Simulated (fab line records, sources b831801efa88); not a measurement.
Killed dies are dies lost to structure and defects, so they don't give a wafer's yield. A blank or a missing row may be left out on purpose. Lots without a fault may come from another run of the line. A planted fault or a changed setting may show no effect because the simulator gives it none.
Which tool did it? | flow sky130 | 6 lots, 18 wafers sampled, at 1 step of a route of 708

WHAT THE GAUGES READ, wafer by wafer
SKY_FIELD_ISO_BOW_MEAS_00.
lot  | measured    | on            | INCOMING_BOW (um)
L426 | day 2 11:00 | film_metro-04 | 12 -1 -13
L429 | day 3 02:02 | film_metro-04 | 4 13 -5
L436 | day 4 13:01 | film_metro-03 | -6 -6 -9
L438 | day 4 23:00 | film_metro-03 | 0 -12 2
L440 | day 5 09:01 | film_metro-04 | -3 6 11
L444 | day 6 05:01 | film_metro-01 | -13 0 -2

WHICH TOOL RAN EACH LOT (tool, then ch and the chambers of the sampled wafers, then the start)
The record holds no process step before these readings.

THE ANSWER, worked out from the rows above alone
Rule: what is usual is taken from the lots themselves. Put in order of their means at a reading, lots are off if they are a third of the lots or fewer, leave a main group of 4 or more, and stand apart from it by a gap of 3 or more times the standard deviation of the main group's means; of several such gaps the widest counts. A main group whose means are all the same, to the digits that the tables above print for the reading, isn't used. A lot without any number at a reading at which 4 lots or more have one is off too. The other lots that the step has rows for count as sound.
No lot is off at any reading shown: from this, nothing can be told.

WHAT THE SIMULATOR HAD PUT IN
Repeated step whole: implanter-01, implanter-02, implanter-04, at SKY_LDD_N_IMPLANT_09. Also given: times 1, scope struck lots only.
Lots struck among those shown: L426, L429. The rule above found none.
